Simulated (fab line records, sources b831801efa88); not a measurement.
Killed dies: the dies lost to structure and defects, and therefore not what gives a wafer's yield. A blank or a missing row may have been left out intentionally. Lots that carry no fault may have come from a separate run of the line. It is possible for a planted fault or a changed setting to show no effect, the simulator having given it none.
A struck lot beside a sound one ; flow sfqLine ; 21 out of 325 route steps
Sound: these wafers, L333.2, L333.3, L333.4. Wafers L334.1, L334.3, L334.5 were the ones struck. The cause is named last.
At each step with rows: each side's tool, then ch and its chambers, then its first start. Under that, the readings that differ: sound wafers ; struck wafers ; difference of the means ; sigmas: that difference in standard deviations of wafers without a fault.
alike: a reading whose means differ by less than 2 such deviations, as well as words and numbers matching on both sides. not compared: withheld readings; readings where some wafer has no value; bounds like >300 that might hide an equal value; numbers whose values overlap and for which the record gives no deviation.
Wherever a step has rows on one side only, a row that says differs or no value, or a row with sigmas, the two part there. Non-overlapping numbers with no deviation appear without sigmas and do not part them. A reading that every wafer of one side lacks parts them only if that side has two wafers or more.

first, 2 steps without rows for these wafers: SFQ_TRILAYER_M0_LITHO_PEB_024 (peb time 60 s); SFQ_TRILAYER_M0_LITHO_DEVELOP_023 (time 60 s).
SFQ_M0_OVL_MEAS_906:
  struck on overlay-02, day 9 20:53; sound on overlay-01, day 9 13:41
  alike: M0_OVL
SFQ_TRILAYER_M0_BARC_OPEN_METAL_ETCH_031: etches BARC in O2, target depth 125 nm, time 41.7 s.
  sound on rieMetal-02 ch 0,1, day 9 13:43; struck on rieMetal-02 ch 0,1, day 9 20:55
  alike: drypumpMotorCurrentA, oesProductAu, rfFwdPowerW
  not compared: rfHoursCounterH
then, 1 step without rows for these wafers: SFQ_TRILAYER_M0_ETCH_METAL_ETCH_024 (etches Nb in Cl2/Ar, stops on SiO2, target depth 240 nm, time 120 s).
SFQ_TRILAYER_M0_STRIP_STRIP_025: strips in O2.
  sound on rieMetal-02 ch 0,1, day 9 13:54; struck on rieMetal-02 ch 0,1, day 9 21:06
  alike: drypumpMotorCurrentA, oesProductAu
  not compared: rfHoursCounterH
then, 2 steps without rows for these wafers: SFQ_TRILAYER_M0_STRIP_SOLV_CLEAN_026 (cleans in NMP, time 600 s); SFQ_TRILAYER_I0_DEP_PECVD_027 (deposits SiO2 from SiH4/N2O, time 111.11 s, target thk 500 nm).
SFQ_TRILAYER_I0_CMP_CMP_028: polishes SiO2.
  sound on cmp-02 ch 0,2,3, day 9 15:00; struck on cmp-02 ch 1,2,3, day 10 01:00
  alike: motorCurrentA, timeToEndpointS
SFQ_I0_BOW_MEAS_907:
  struck on filmMetro-02, day 10 03:00; sound on filmMetro-01, day 9 18:01
  alike: I0_BOW
then, 2 steps without rows for these wafers: SFQ_TRILAYER_I0_METRO_MEASURE_029; SFQ_TRILAYER_I0_VIA_LITHO_COAT_036 (resist thk 62 nm).
SFQ_TRILAYER_I0_VIA_LITHO_COAT_031: resist thk 650 nm.
  sound on lithoTrack-01 ch 0, day 9 19:40; struck on lithoTrack-04 ch 0, day 10 04:37
reading;sound;struck;difference;sigmas
model.KrF_of_TRILAYER_I0_VIA_LITHO_COAT_031.thkNm (nm);650.8 651 649.8;678.3 676.4 675.9;+26.3;
then, 4 steps without rows for these wafers: SFQ_TRILAYER_I0_VIA_LITHO_SOFTBAKE_035; SFQ_TRILAYER_I0_VIA_LITHO_EXPOSE_032 (exposes mask I0, target cd 500 nm); SFQ_TRILAYER_I0_VIA_LITHO_PEB_034 (peb time 60 s); SFQ_TRILAYER_I0_VIA_LITHO_DEVELOP_033 (time 60 s).
-- the record jumps here: 5 days lie between the struck wafers' starts before and after --
SFQ_I0_OVL_MEAS_908:
  struck on overlay-01, day 15 00:58; sound on overlay-02, day 14 14:10
  alike: I0_OVL
SFQ_TRILAYER_I0_VIA_BARC_OPEN_VIA_ETCH_046: etches BARC in O2, target depth 125 nm, time 41.7 s.
  sound on rieDiel-04 ch 0,2, day 14 14:12; struck on rieDiel-02 ch 1,2, day 15 01:00
  alike: drypumpMotorCurrentA, oesProductAu, rfFwdPowerW
  not compared: rfHoursCounterH
SFQ_TRILAYER_I0_VIA_ETCH_VIA_ETCH_034: etches SiO2 in CHF3, stops on Nb, target depth 260 nm.
  sound on rieDiel-04 ch 0,2, day 14 14:14; struck on rieDiel-02 ch 1,2, day 15 01:02
reading;sound;struck;difference;sigmas
rfFwdPowerW (W);496.1 495.8 494.5;501.3 498.6 496.8;+3.4;+2
model.KrF_of_TRILAYER_I0_VIA_LITHO_COAT_031.thkNm (nm);527.4 532.2 527.3;556.9 553.7 552.7;+25.5;
  alike: drypumpMotorCurrentA, oesProductAu
SFQ_TRILAYER_I0_VIA_STRIP_STRIP_035: strips in O2.
  sound on rieMetal-02 ch 0,1, day 14 14:21; struck on rieMetal-03 ch 0,1, day 15 01:09
  alike: drypumpMotorCurrentA, oesProductAu
  not compared: rfHoursCounterH

## WHERE THEY PART
Only at SFQ_TRILAYER_I0_VIA_ETCH_VIA_ETCH_034, as far as this record shows. Later steps at which nothing parts them and some readings are alike: SFQ_TRILAYER_I0_VIA_STRIP_STRIP_035.

WHY: what had been put in by the simulator
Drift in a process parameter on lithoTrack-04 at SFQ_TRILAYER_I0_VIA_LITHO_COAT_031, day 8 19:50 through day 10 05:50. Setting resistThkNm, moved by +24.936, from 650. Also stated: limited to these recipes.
